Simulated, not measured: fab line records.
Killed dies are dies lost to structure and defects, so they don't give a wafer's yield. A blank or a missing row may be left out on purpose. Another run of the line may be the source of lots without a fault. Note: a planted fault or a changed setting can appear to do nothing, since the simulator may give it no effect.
A struck lot beside a sound one + flow sky130 + 14 out of 708 route steps
Sound: these wafers, L256.1, L256.4, L256.5. Wafers L245.4, L245.5, L245.6 were the ones struck. The cause is named last.
Per side, at each step with rows, come the tool, then ch with its chambers, and then its first start. Under that, the readings that differ: sound wafers + struck wafers + difference of the means + sigmas: that difference in standard deviations of wafers without a fault.
alike: a reading whose means differ by less than 2 such deviations, as well as words and numbers matching on both sides. not compared: withheld readings; readings where some wafer has no value; bounds like >300 that might hide an equal value; numbers whose values overlap and for which the record gives no deviation.
A row with sigmas, a row that says differs or no value, or rows on one side alone: a step with any of these is where the two part. Non-overlapping numbers with no deviation appear without sigmas and do not part them. A reading missing from all wafers of one side parts the sides only when that side holds two or more wafers.

SKY_VIA1_STRIP_16: strips in O2/N2.
  sound on plasmaAsher-03 ch 0,1, day 40 01:52; struck on plasmaAsher-02 ch 0,1, day 35 12:16
  alike: drypumpMotorCurrentA, oesProductAu, stripTimeToEndpointS
  not compared: rfHoursCounterH
then, 3 steps without rows for these wafers: SKY_VIA1_STRIP_17 (strips in post etch residue remover, time 1200 s); SKY_VIA1_CLEAN_18 (cleans in IPA, time 180 s); SKY_VIA1_CLEAN_19 (cleans in O3/DIW).
SKY_VIA1_SPUTTER_20: material TiN, target thk 20 nm, time 80 s.
  sound on pvdSputter-04, day 40 02:28; struck on pvdSputter-04, day 35 12:51
  alike: cathodeDcPowerW, chamberPressurePa, throttleValvePct
SKY_VIA1_CVD_21: deposits W, target thk 270 nm, time 80.902 s.
  sound on cvdW-02 ch 1, day 40 02:32; struck on cvdW-01 ch 0,1, day 35 12:56
  alike: chamberPressureTorr, heaterPowerW
SKY_VIA1_RS_MEAS_22: measures by four-point-probe.
  sound on filmMetro-03, day 40 02:37; struck on filmMetro-01, day 35 13:04
  alike: VIA1_W_RS
SKY_VIA1_THK_MEAS_23: measures by xrf.
  sound on filmMetro-03, day 40 02:44; struck on filmMetro-01, day 35 13:09
  alike: VIA1_W_THK
then, 1 step without rows for these wafers: SKY_VIA1_CMP_24 (polishes, stops on SiO2, t overpolish 15 s, target thk 0 nm).
SKY_METAL2_SPUTTER_00: material Ti, target thk 15 nm, time 10 s.
  sound on pvdSputter-01, day 40 03:06; struck on pvdSputter-03, day 35 13:29
  alike: cathodeDcPowerW, chamberPressurePa, throttleValvePct
then, 1 step without rows for these wafers: SKY_METAL2_SPUTTER_01 (material TiN, target thk 20 nm, time 16.7 s).
SKY_METAL2_SPUTTER_02: material AlCu, target thk 250 nm, time 13.3 s.
  sound on pvdSputter-01, day 40 03:09; struck on pvdSputter-03, day 35 13:32
  alike: cathodeDcPowerW, chamberPressurePa, throttleValvePct
SKY_METAL2_SPUTTER_03: material Ti, target thk 5 nm, time 3.3 s.
  sound on pvdSputter-01, day 40 03:10; struck on pvdSputter-03, day 35 13:33
  no value came back on the struck wafers for cathodeDcPowerW (W), chamberPressurePa (Pa), throttleValvePct (%); on the sound wafers cathodeDcPowerW (W) reads 3001.1 3000.4 3000.5
then, 1 step without rows for these wafers: SKY_METAL2_SPUTTER_04 (material TiN, target thk 70 nm, time 58.3 s).

== WHERE THEY PART ==
Within this record, at SKY_METAL2_SPUTTER_03 only.

WHY: the cause the simulator had injected
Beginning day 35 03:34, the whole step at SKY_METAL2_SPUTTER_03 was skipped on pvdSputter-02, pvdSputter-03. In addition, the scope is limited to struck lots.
